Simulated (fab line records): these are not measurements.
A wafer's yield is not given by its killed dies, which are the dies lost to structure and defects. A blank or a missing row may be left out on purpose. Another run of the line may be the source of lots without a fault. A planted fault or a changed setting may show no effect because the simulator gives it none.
fab line records	flow gf180mcu
[record] lots = 24	wafers = 72	last-day = 34
route steps=602 shown V2@387 V3@434 V4@499 M5@535 V5@544
lots that met no fault: taken from a fault-free run of the same line
start-h: the number of hours between the record's first day and the start of the first shown wafer of the lot	wait-h: time in hours since the lot's previous step	" repeats the value in the row above	L1.1+2: a single row standing in for several wafers	- no value, or no start given	* or withheld: withheld	< > ~ a bound
route shown NAME@n: NAME is a module with steps in the file, n the number in the route of the first one	usual: mean/standard deviation taken from wafers without a fault	same: alike in all rows	chamber/n: place in a boat	sites: readings site by site	_std_site: the standard deviation of these	_edge_site: inner sites' mean taken away from outer sites' mean	radius-mm: how far each site lies from the wafer's centre	mask NAME#n: copy n	behind: the last tool/chamber to shape the wafer	hold: the reason the lot was held/the length of the hold in hours/how it ended	device: the n, p or np transistor that did not switch	end of line: the route-end tests of the same wafers	for a step that has no rows: nothing shown but its recipe	killed: dies lost to structure and defects at the first sort, not the wafer's yield	map: a wafer's dies, marking killed ones x, the rest . and places with no die _
set.NAME: the setting that was run; set.NAME@STEP: the one run at that earlier step	model.NAME: the simulator's own value behind a step, which no gauge read
steps of the route over a sample of lots; a table a step, a row a wafer
services: a tool's chamber out of use, with start hour (start-h, from the record's first day; less than 0 if before it), hours out, and reason
[[steps]]
[step GF_V2_BOW_MEAS_05]
[recipe] mode = bow
[usual] V2_BOW = 101/8
lot.wafer	tool	chamber	start-h	wait-h	V2_BOW[um]
L074.2	film-metro-04	-	436.34	0.2	99
L074.3	"	-	"	"	101
L074.6	"	-	"	"	97
L075.1	film-metro-01	-	443.77	0.1	97
L075.2	"	-	"	"	102
L075.3	"	-	"	"	102
L076.2	film-metro-01	-	458.23	0.3	101
L076.3	"	-	"	"	93
L076.6	"	-	"	"	103
L077.4	film-metro-02	-	466.44	0.3	112
L077.5	"	-	"	"	115
L077.6	"	-	"	"	117
L078.1	film-metro-02	-	473.93	0.1	107
L078.2	"	-	"	"	105
L078.5	"	-	"	"	107
L079.1	film-metro-01	-	492.52	0.2	95
L079.3	"	-	"	"	101
L079.5	"	-	"	"	96
L080.2	film-metro-04	-	499.16	0.3	111
L080.4	"	-	"	"	114
L080.5	"	-	"	"	109
L081.1	film-metro-01	-	502.60	0.1	100
L081.2	"	-	"	"	102
L081.6	"	-	"	"	109
L082.2	film-metro-01	-	513.43	0.3	101
L082.4	"	-	"	"	78
L082.6	"	-	"	"	96
L083.3	film-metro-04	-	518.24	0.2	103
L083.4	"	-	"	"	99
L083.6	"	-	"	"	100
L084.2	film-metro-04	-	530.06	0.2	80
L084.4	"	-	"	"	89
L084.6	"	-	"	"	92
L085.1	film-metro-04	-	535.17	0.2	90
L085.3	"	-	"	"	93
L085.6	"	-	"	"	106
L086.1	film-metro-02	-	540.80	0.1	107
L086.4	"	-	"	"	112
L086.5	"	-	"	"	102
L087.2	film-metro-02	-	558.87	0.2	89
L087.4	"	-	"	"	93
L087.6	"	-	"	"	93
L088.2	film-metro-01	-	563.01	0.3	110
L088.4	"	-	"	"	103
L088.5	"	-	"	"	108
L089.1	film-metro-01	-	570.74	0.2	102
L089.2	"	-	"	"	96
L089.5	"	-	"	"	107
L090.3	film-metro-01	-	574.21	0.3	95
L090.5	"	-	"	"	92
L090.6	"	-	"	"	86
L091.1	film-metro-01	-	584.54	0.2	109
L091.2	"	-	"	"	106
L091.3	"	-	"	"	108
L092.1	film-metro-01	-	599.08	0.1	102
L092.3	"	-	"	"	101
L092.5	"	-	"	"	96
L093.1	film-metro-01	-	605.90	0.1	101
L093.3	"	-	"	"	111
L093.5	"	-	"	"	100
L094.2	film-metro-01	-	611.78	0.2	98
L094.4	"	-	"	"	91
L094.5	"	-	"	"	91
L095.2	film-metro-04	-	614.66	0.3	99
L095.3	"	-	"	"	85
L095.5	"	-	"	"	94
L097.1	film-metro-01	-	629.99	0.2	106
L097.3	"	-	"	"	118
L097.4	"	-	"	"	116
L096.1	film-metro-04	-	631.83	0.1	102
L096.3	"	-	"	"	110
L096.5	"	-	"	"	92
[step GF_V3_BOW_MEAS_05]
[recipe] mode = bow
[usual] V3_BOW = 119/7.8
lot.wafer	tool	chamber	start-h	wait-h	V3_BOW[um]
L074.2	film-metro-03	-	487.96	0.3	119
L074.3	"	-	"	"	120
L074.6	"	-	"	"	118
L075.1	film-metro-03	-	494.97	0.1	112
L075.2	"	-	"	"	117
L075.3	"	-	"	"	116
L076.2	film-metro-03	-	509.21	0.2	118
L076.3	"	-	"	"	110
L076.6	"	-	"	"	120
L077.4	film-metro-03	-	516.57	0.2	123
L077.5	"	-	"	"	126
L077.6	"	-	"	"	129
L078.1	film-metro-01	-	524.02	0.1	121
L078.2	"	-	"	"	119
L078.5	"	-	"	"	121
L079.1	film-metro-03	-	541.48	0.2	116
L079.3	"	-	"	"	122
L079.5	"	-	"	"	118
L080.2	film-metro-01	-	548.68	0.1	131
L080.4	"	-	"	"	133
L080.5	"	-	"	"	130
L081.1	film-metro-01	-	551.66	0.1	116
L081.2	"	-	"	"	119
L081.6	"	-	"	"	125
L082.2	film-metro-01	-	562.62	0.3	117
L082.4	"	-	"	"	93
L082.6	"	-	"	"	112
L083.3	film-metro-01	-	566.36	0.1	121
L083.4	"	-	"	"	119
L083.6	"	-	"	"	119
L084.2	film-metro-03	-	577.08	0.2	102
L084.4	"	-	"	"	111
L084.6	"	-	"	"	116
L085.1	film-metro-01	-	582.80	0.2	105
L085.3	"	-	"	"	108
L085.6	"	-	"	"	122
L086.1	film-metro-03	-	587.95	0.1	125
L086.4	"	-	"	"	131
L086.5	"	-	"	"	121
L087.2	film-metro-03	-	605.17	0.1	107
L087.4	"	-	"	"	110
L087.6	"	-	"	"	110
L088.2	film-metro-02	-	608.18	0.2	132
L088.4	"	-	"	"	125
L088.5	"	-	"	"	129
L089.1	film-metro-02	-	614.97	0.1	124
L089.2	"	-	"	"	118
L089.5	"	-	"	"	129
L090.3	film-metro-02	-	619.44	0.1	121
L090.5	"	-	"	"	118
L090.6	"	-	"	"	112
L091.1	film-metro-03	-	629.68	0.1	123
L091.2	"	-	"	"	119
L091.3	"	-	"	"	123
L092.1	film-metro-03	-	642.50	0.2	116
L092.3	"	-	"	"	119
L092.5	"	-	"	"	111
L093.1	film-metro-03	-	649.66	0.2	117
L093.3	"	-	"	"	127
L093.5	"	-	"	"	116
L094.2	film-metro-02	-	655.23	0.2	112
L094.4	"	-	"	"	106
L094.5	"	-	"	"	105
L095.2	film-metro-03	-	658.22	0.2	121
L095.3	"	-	"	"	105
L095.5	"	-	"	"	117
L097.1	film-metro-03	-	672.74	0.1	120
L097.3	"	-	"	"	131
L097.4	"	-	"	"	130
L096.1	film-metro-03	-	674.36	0.2	118
L096.3	"	-	"	"	129
L096.5	"	-	"	"	108
[step GF_V4_CVD_23]
[recipe] material = W	target-thk-nm = 350	time-s = 104.9	temp-c = 400	pressure-torr = 40
[usual] heater-power-w = 810/57
lot.wafer	tool	chamber	start-h	wait-h	heater-power-w
L074.2	cvd-w-02	0	561.91	0.0	843
L074.3	"	1	"	"	884
L074.6	"	0	"	"	847
L075.1	cvd-w-01	0	566.47	0.0	739
L075.2	"	1	"	"	806
L075.3	"	1	"	"	770
L076.2	cvd-w-02	0	580.98	0.0	835
L076.3	"	1	"	"	884
L076.6	"	0	"	"	829
L077.4	cvd-w-01	0	587.87	0.1	741
L077.5	"	0	"	"	731
L077.6	"	1	"	"	799
L078.1	cvd-w-02	1	594.93	0.0	886
L078.2	"	0	"	"	844
L078.5	"	1	"	"	872
L079.1	cvd-w-01	1	611.57	0.0	791
L079.3	"	1	"	"	793
L079.5	"	1	"	"	781
L080.2	cvd-w-01	0	617.56	0.0	733
L080.4	"	1	"	"	791
L080.5	"	0	"	"	756
L081.1	cvd-w-02	1	619.84	0.0	891
L081.2	"	0	"	"	845
L081.6	"	1	"	"	880
L082.2	cvd-w-01	1	629.21	0.0	786
L082.4	"	1	"	"	750
L082.6	"	1	"	"	803
L083.3	cvd-w-01	0	633.80	0.1	734
L083.4	"	1	"	"	795
L083.6	"	0	"	"	745
L084.2	cvd-w-01	1	643.32	0.1	788
L084.4	"	1	"	"	771
L084.6	"	1	"	"	787
L085.1	cvd-w-01	1	647.91	0.0	795
L085.3	"	0	"	"	761
L085.6	"	0	"	"	750
L086.1	cvd-w-01	1	653.01	0.0	791
L086.4	"	0	"	"	734
L086.5	"	1	"	"	805
L087.2	cvd-w-02	0	669.48	0.0	833
L087.4	"	1	"	"	897
L087.6	"	0	"	"	840
L088.2	cvd-w-02	1	672.51	0.0	903
L088.4	"	1	"	"	915
L088.5	"	0	"	"	838
L089.1	cvd-w-01	1	678.31	0.0	793
L089.2	"	0	"	"	761
L089.5	"	1	"	"	768
L090.3	cvd-w-01	1	682.42	0.1	785
L090.5	"	0	"	"	743
L090.6	"	1	"	"	774
L091.1	cvd-w-02	0	692.41	0.0	835
L091.2	"	1	"	"	898
L091.3	"	0	"	"	832
L092.1	cvd-w-01	1	704.34	0.0	787
L092.3	"	1	"	"	792
L092.5	"	0	"	"	750
L093.1	cvd-w-02	1	709.96	0.0	888
L093.3	"	1	"	"	908
L093.5	"	0	"	"	843
L094.2	cvd-w-02	0	716.22	0.0	847
L094.4	"	1	"	"	914
L094.5	"	1	"	"	898
L095.2	cvd-w-01	1	718.56	0.0	791
L095.3	"	1	"	"	817
L095.5	"	1	"	"	806
L097.1	cvd-w-02	1	731.80	0.0	909
L097.3	"	1	"	"	899
L097.4	"	0	"	"	835
L096.1	cvd-w-01	0	733.10	0.0	762
L096.3	"	1	"	"	793
L096.5	"	1	"	"	811
[step GF_M5_ETCH_09]
[recipe] chemistry = CF4/O2	target = Si3N4	target-depth-nm = 52	source-w = 800	bias-w = 150	pressure-mtorr = 150	cf4-flow-sccm = 80	O2_flow_sccm = 10	time-s = 11.6
[usual] drypump-motor-current-A = 5.7/0.54	oes-product-au = 1.004/0.016	throttle-valve-pct = 5.972/0.011
lot.wafer	tool	chamber	start-h	wait-h	drypump-motor-current-A	oes-product-au	rf-hours-counter-h	throttle-valve-pct
L074.2	rie-diel-04	3	605.54	0.0	5.4	0.997	13	5.973
L074.3	"	1	"	"	6.6	0.998	10	5.967
L074.6	"	0	"	"	6.7	1.018	-	5.971
L075.1	rie-diel-01	0	611.54	0.0	5.8	0.985	0	5.966
L075.2	"	2	"	"	5.8	1.002	2	5.967
L075.3	"	1	"	"	6.0	1.009	44	5.975
L076.2	rie-diel-01	0	623.60	0.0	5.8	0.972	0	5.959
L076.3	"	1	"	"	6.0	1.018	44	5.965
L076.6	"	1	"	"	6.0	1.019	-	5.977
L077.4	rie-diel-03	0	630.45	0.0	5.2	0.978	40	5.965
L077.5	"	1	"	"	5.3	1.026	-	5.956
L077.6	"	0	"	"	5.2	0.978	-	5.971
L078.1	rie-diel-01	0	637.12	0.0	5.8	0.980	1	5.961
L078.2	"	1	"	"	6.0	1.020	45	5.963
L078.5	"	1	"	"	6.0	1.012	-	5.966
L079.1	rie-diel-04	1	653.87	0.0	6.5	0.987	12	5.959
L079.3	"	2	"	"	5.8	1.023	13	5.976
L079.5	"	0	"	"	6.7	1.014	-	5.974
L080.2	rie-diel-03	3	658.61	0.0	5.3	1.009	13	5.978
L080.4	"	2	"	"	5.4	1.022	19	5.972
L080.5	"	1	"	"	5.2	1.009	-	5.987
L081.1	rie-diel-01	1	660.52	0.0	6.0	1.013	46	5.974
L081.2	"	2	"	"	5.8	0.986	3	5.969
L081.6	"	1	"	"	6.0	1.002	-	5.986
L082.2	rie-diel-03	3	670.97	0.0	5.3	1.006	13	5.980
L082.4	"	0	"	"	5.2	0.982	41	5.969
L082.6	"	1	"	"	5.2	1.012	-	5.979
L083.3	rie-diel-04	0	674.67	0.0	6.6	1.014	15	5.983
L083.4	"	2	"	"	5.8	1.024	14	5.962
L083.6	"	0	"	"	6.6	1.010	-	5.990
L084.2	rie-diel-04	2	683.67	0.0	5.7	1.009	14	5.991
L084.4	"	0	"	"	6.7	1.018	15	5.969
L084.6	"	0	"	"	6.6	1.015	-	5.977
L085.1	rie-diel-04	0	687.49	0.0	6.6	1.014	16	5.983
L085.3	"	2	"	"	5.8	1.032	14	5.989
L085.6	"	3	"	"	5.4	0.991	-	5.975
L086.1	rie-diel-04	3	692.90	0.0	5.4	0.999	16	5.955
L086.4	"	0	"	"	6.6	1.004	16	5.971
L086.5	"	3	"	"	5.4	0.993	-	5.967
L087.2	rie-diel-01	3	709.19	0.0	4.8	1.023	10	5.976
L087.4	"	0	"	"	5.8	0.976	4	5.955
L087.6	"	1	"	"	6.0	1.003	-	5.975
L088.2	rie-diel-01	0	710.79	0.0	5.8	0.984	4	5.953
L088.4	"	1	"	"	6.1	1.005	48	5.973
L088.5	"	1	"	"	6.1	1.007	-	5.973
L089.1	rie-diel-01	0	716.10	0.0	5.8	0.987	4	5.966
L089.2	"	3	"	"	4.8	1.015	10	5.965
L089.5	"	2	"	"	5.8	0.995	-	5.977
L090.3	rie-diel-03	0	719.25	0.0	5.2	0.973	43	5.961
L090.5	"	3	"	"	5.3	1.009	-	5.997
L090.6	"	2	"	"	5.4	1.025	-	5.981
L091.1	rie-diel-01	0	730.39	0.0	5.8	0.976	5	5.971
L091.2	"	1	"	"	6.0	1.004	48	5.970
L091.3	"	2	"	"	5.8	0.999	6	5.983
L092.1	rie-diel-04	0	739.95	0.0	6.6	1.019	18	5.966
L092.3	"	2	"	"	5.8	1.012	16	5.968
L092.5	"	0	"	"	6.7	1.024	-	5.961
L093.1	rie-diel-04	0	745.87	0.0	6.7	1.027	18	5.986
L093.3	"	3	"	"	5.4	0.989	18	5.959
L093.5	"	3	"	"	5.4	0.993	-	5.954
L094.2	rie-diel-01	3	752.40	0.0	4.8	1.011	12	5.980
L094.4	"	2	"	"	5.8	0.997	7	5.971
L094.5	"	1	"	"	6.0	1.016	-	5.970
L095.2	rie-diel-04	3	754.12	0.0	5.4	0.984	19	5.956
L095.3	"	1	"	"	6.5	0.985	16	5.969
L095.5	"	3	"	"	5.4	0.983	-	5.967
L097.1	rie-diel-03	0	766.70	0.0	5.2	0.984	46	5.969
L097.3	"	2	"	"	5.4	1.027	23	5.972
L097.4	"	3	"	"	5.3	1.012	17	5.974
L096.1	rie-diel-03	3	768.07	0.0	5.3	1.013	17	5.961
L096.3	"	2	"	"	5.4	1.033	23	5.990
L096.5	"	2	"	"	5.5	1.025	-	5.995
[step GF_V5_CMP_04]
[recipe] material = SiO2	down-force-psi = 4	platen-rpm = 60	pad-velocity-m-s = 0.94248
[usual] motor-current-A = 12.4/1	platen-rpm = 60.00/0.039	retaining-ring-pressure-frac = 1.000/0.0046
lot.wafer	tool	chamber	start-h	wait-h	motor-current-A	platen-rpm	retaining-ring-pressure-frac
L074.2	cmp-02	2	606.55	0.1	11.8	60.02	1.006
L074.3	"	0	"	"	12.5	59.99	1.000
L074.6	"	1	"	"	12.2	59.95	1.001
L075.2	cmp-01	3	612.50	0.0	10.9	59.99	0.996
L075.1	"	0	"	"	14.3	59.99	0.999
L075.3	"	2	"	"	13.1	59.96	1.004
L076.3	cmp-02	2	624.66	0.1	12.2	59.93	0.987
L076.2	"	0	"	"	12.8	60.05	1.010
L076.6	"	2	"	"	11.8	59.99	0.993
L077.4	cmp-01	1	631.59	0.0	11.1	60.00	0.996
L077.5	"	1	"	"	11.2	60.07	0.998
L077.6	"	2	"	"	13.1	60.02	1.006
L078.1	cmp-02	2	638.08	0.1	12.1	59.97	1.001
L078.2	"	0	"	"	12.1	60.00	0.994
L078.5	"	2	"	"	11.6	60.01	1.006
L079.1	cmp-01	1	654.94	0.1	11.3	60.00	0.996
L079.3	"	2	"	"	12.8	60.00	0.997
L079.5	"	3	"	"	11.1	59.96	1.001
L080.2	cmp-01	3	659.78	0.1	10.7	60.03	1.005
L080.4	"	1	"	"	11.3	60.03	1.003
L080.5	"	0	"	"	14.6	59.98	1.000
L081.2	cmp-01	2	661.53	0.1	12.9	59.97	1.000
L081.1	"	0	"	"	14.5	60.02	0.999
L081.6	"	1	"	"	11.5	59.99	1.005
L082.4	cmp-02	0	671.99	0.0	12.9	59.99	1.003
L082.2	"	2	"	"	12.6	60.01	0.998
L082.6	"	0	"	"	13.2	60.01	0.994
L083.4	cmp-02	1	675.86	0.1	11.5	59.97	0.995
L083.3	"	2	"	"	12.8	60.02	0.992
L083.6	"	0	"	"	12.7	59.96	1.001
L084.4	cmp-01	2	684.72	0.1	13.4	59.92	1.001
L084.2	"	0	"	"	14.1	60.04	0.998
L084.6	"	1	"	"	11.6	59.98	1.003
L085.1	cmp-02	3	688.61	0.1	13.1	59.96	0.995
L085.3	"	0	"	"	13.7	60.00	1.006
L085.6	"	3	"	"	13.0	59.94	0.991
L086.4	cmp-01	0	693.96	0.1	14.3	59.96	1.002
L086.1	"	2	"	"	13.4	59.94	1.000
L086.5	"	0	"	"	15.6	60.01	0.998
L087.4	cmp-01	3	710.23	0.1	10.9	60.02	1.001
L087.2	"	1	"	"	10.9	60.02	0.997
L087.6	"	3	"	"	10.9	60.01	0.996
L088.2	cmp-02	2	711.99	0.3	12.0	60.02	1.002
L088.4	"	3	"	"	12.5	59.92	0.999
L088.5	"	1	"	"	12.0	59.98	1.000
L089.2	cmp-02	2	717.09	0.0	11.9	59.97	0.997
L089.1	"	1	"	"	12.1	59.97	0.999
L089.5	"	3	"	"	13.1	60.01	0.999
L090.3	cmp-02	0	720.34	0.1	12.1	59.97	0.999
L090.6	"	2	"	"	12.4	60.06	0.998
L090.5	"	3	"	"	12.6	60.03	0.998
L091.1	cmp-02	3	731.46	0.1	13.8	60.00	0.994
L091.2	"	0	"	"	12.9	60.00	1.001
L091.3	"	1	"	"	11.5	60.00	1.000
L092.3	cmp-01	1	741.01	0.1	10.9	60.04	1.002
L092.1	"	2	"	"	13.4	60.09	0.995
L092.5	"	0	"	"	15.0	59.96	0.998
L093.1	cmp-02	0	746.90	0.1	13.0	59.97	0.997
L093.3	"	1	"	"	12.1	60.05	1.005
L093.5	"	0	"	"	12.1	59.96	0.991
L094.4	cmp-01	1	753.36	0.0	11.4	60.02	0.995
L094.2	"	0	"	"	14.7	60.01	1.000
L094.5	"	1	"	"	11.7	60.00	1.002
L095.2	cmp-02	3	755.58	0.4	12.8	60.07	1.003
L095.3	"	0	"	"	12.0	60.03	0.999
L095.5	"	3	"	"	13.0	59.96	1.000
L097.1	cmp-01	0	767.67	0.1	14.0	60.08	0.997
L097.4	"	2	"	"	13.5	59.99	1.001
L097.3	"	3	"	"	11.3	60.00	0.998
L096.1	cmp-02	0	769.02	0.1	12.5	60.05	1.004
L096.3	"	1	"	"	11.9	59.98	0.999
L096.5	"	1	"	"	11.7	59.96	1.006
[step GF_V5_SPUTTER_22]
[recipe] material = TiN	target-thk-nm = 10	chamber-pressure-pa = 5	power-w = 4000	time-s = 40
[usual] cathode-dc-power-W = 4000.0/0.72	throttle-valve-pct = 30.0/0.85
lot.wafer	tool	chamber	start-h	wait-h	cathode-dc-power-W	throttle-valve-pct
L074.2	pvd-sputter-01	-	628.53	0.0	4000.3	30.9
L074.3	"	-	"	"	4000.0	30.4
L074.6	"	-	"	"	3999.6	31.1
L075.1	pvd-sputter-04	-	634.39	0.0	4001.0	28.3
L075.2	"	-	"	"	3999.8	29.4
L075.3	"	-	"	"	4000.9	30.8
L076.2	pvd-sputter-03	-	645.94	0.0	3999.3	30.7
L076.3	"	-	"	"	3999.1	29.4
L076.6	"	-	"	"	3999.4	28.8
L077.4	pvd-sputter-01	-	652.74	0.0	4000.7	31.1
L077.5	"	-	"	"	3999.7	30.6
L077.6	"	-	"	"	4001.1	30.4
L078.1	pvd-sputter-04	-	659.15	0.0	3999.1	28.5
L078.2	"	-	"	"	4000.1	29.4
L078.5	"	-	"	"	3999.5	29.6
L079.1	pvd-sputter-03	-	675.78	0.0	4000.2	29.3
L079.3	"	-	"	"	3999.1	30.9
L079.5	"	-	"	"	3999.8	29.3
L080.2	pvd-sputter-04	-	680.13	0.0	3999.8	28.6
L080.4	"	-	"	"	4000.1	31.1
L080.5	"	-	"	"	4000.7	31.0
L081.1	pvd-sputter-01	-	682.23	0.0	4001.0	30.7
L081.2	"	-	"	"	3999.9	29.9
L081.6	"	-	"	"	3999.5	31.1
L082.2	pvd-sputter-04	-	691.59	0.0	4000.2	28.3
L082.4	"	-	"	"	3999.3	29.3
L082.6	"	-	"	"	3998.6	29.6
L083.3	pvd-sputter-03	-	696.18	0.0	3999.1	30.9
L083.4	"	-	"	"	3999.6	29.5
L083.6	"	-	"	"	3999.1	30.4
L084.2	pvd-sputter-04	-	704.70	0.0	4000.4	28.5
L084.4	"	-	"	"	4000.3	31.1
L084.6	"	-	"	"	4000.7	28.5
L085.1	pvd-sputter-01	-	708.69	0.0	3999.6	30.6
L085.3	"	-	"	"	3999.9	31.1
L085.6	"	-	"	"	4001.1	30.7
L086.1	pvd-sputter-04	-	713.80	0.0	3999.1	28.4
L086.4	"	-	"	"	4000.7	29.6
L086.5	"	-	"	"	4000.4	31.0
L087.2	pvd-sputter-03	-	729.82	0.0	3999.4	30.7
L087.4	"	-	"	"	4001.2	30.6
L087.6	"	-	"	"	4001.8	30.4
L088.2	pvd-sputter-03	-	731.49	0.0	3999.2	30.5
L088.4	"	-	"	"	4000.6	29.0
L088.5	"	-	"	"	4000.2	29.3
L089.1	pvd-sputter-01	-	735.70	0.0	3999.8	30.4
L089.2	"	-	"	"	3999.8	29.5
L089.5	"	-	"	"	4001.0	30.7
L090.3	pvd-sputter-03	-	739.24	0.0	3999.9	30.2
L090.5	"	-	"	"	4000.0	29.2
L090.6	"	-	"	"	4000.3	30.8
L091.1	pvd-sputter-04	-	749.69	0.0	4000.6	29.1
L091.2	"	-	"	"	3999.6	29.8
L091.3	"	-	"	"	4000.1	31.2
L092.1	pvd-sputter-04	-	758.18	0.0	3999.7	31.0
L092.3	"	-	"	"	3999.2	28.4
L092.5	"	-	"	"	3999.8	31.1
L093.1	pvd-sputter-03	-	763.59	0.0	4000.3	29.1
L093.3	"	-	"	"	3999.8	29.2
L093.5	"	-	"	"	3998.6	31.0
L094.2	pvd-sputter-01	-	770.71	0.0	4001.0	30.4
L094.4	"	-	"	"	4000.2	31.2
L094.5	"	-	"	"	3999.5	31.0
L095.2	pvd-sputter-01	-	774.10	0.0	4000.7	30.0
L095.3	"	-	"	"	3999.9	31.0
L095.5	"	-	"	"	4001.2	31.0
L097.1	pvd-sputter-01	-	784.57	0.0	4000.0	30.8
L097.3	"	-	"	"	4000.0	29.7
L097.4	"	-	"	"	3999.2	30.2
L096.1	pvd-sputter-04	-	786.29	0.0	3999.0	28.8
L096.3	"	-	"	"	4000.9	29.2
L096.5	"	-	"	"	3999.7	31.0
[[services]]
tool	chamber	start-h	hours	kind
cmp-01	-	542.79	6.9	pm
cmp-01	-	554.68	2.5	repair
cvd-w-01	-	564.69	1.2	repair
cmp-02	-	572.04	4.0	pm
cvd-w-01	-	572.16	14.6	pm
cmp-01	-	584.73	0.4	repair
cmp-02	-	603.09	0.8	repair
cmp-02	-	603.60	2.5	repair
cvd-w-01	0	635.22	12.0	repair
cvd-w-02	1	643.89	11.4	repair
cvd-w-01	-	652.14	0.6	repair
cmp-02	-	664.20	0.4	repair
cvd-w-02	-	665.90	2.1	repair
cvd-w-01	-	690.55	6.0	pm
cvd-w-01	-	715.59	1.6	repair
cvd-w-01	-	719.83	6.9	pm
cmp-01	-	721.27	1.6	repair
cmp-02	-	724.98	0.7	repair
cmp-01	-	729.60	1.8	repair
cmp-01	-	744.09	4.0	pm
cmp-02	-	748.33	7.0	pm
cmp-01	-	755.46	4.1	pm
cmp-01	-	775.06	0.6	repair
cmp-01	-	785.40	7.5	repair
[[key]]
fault none
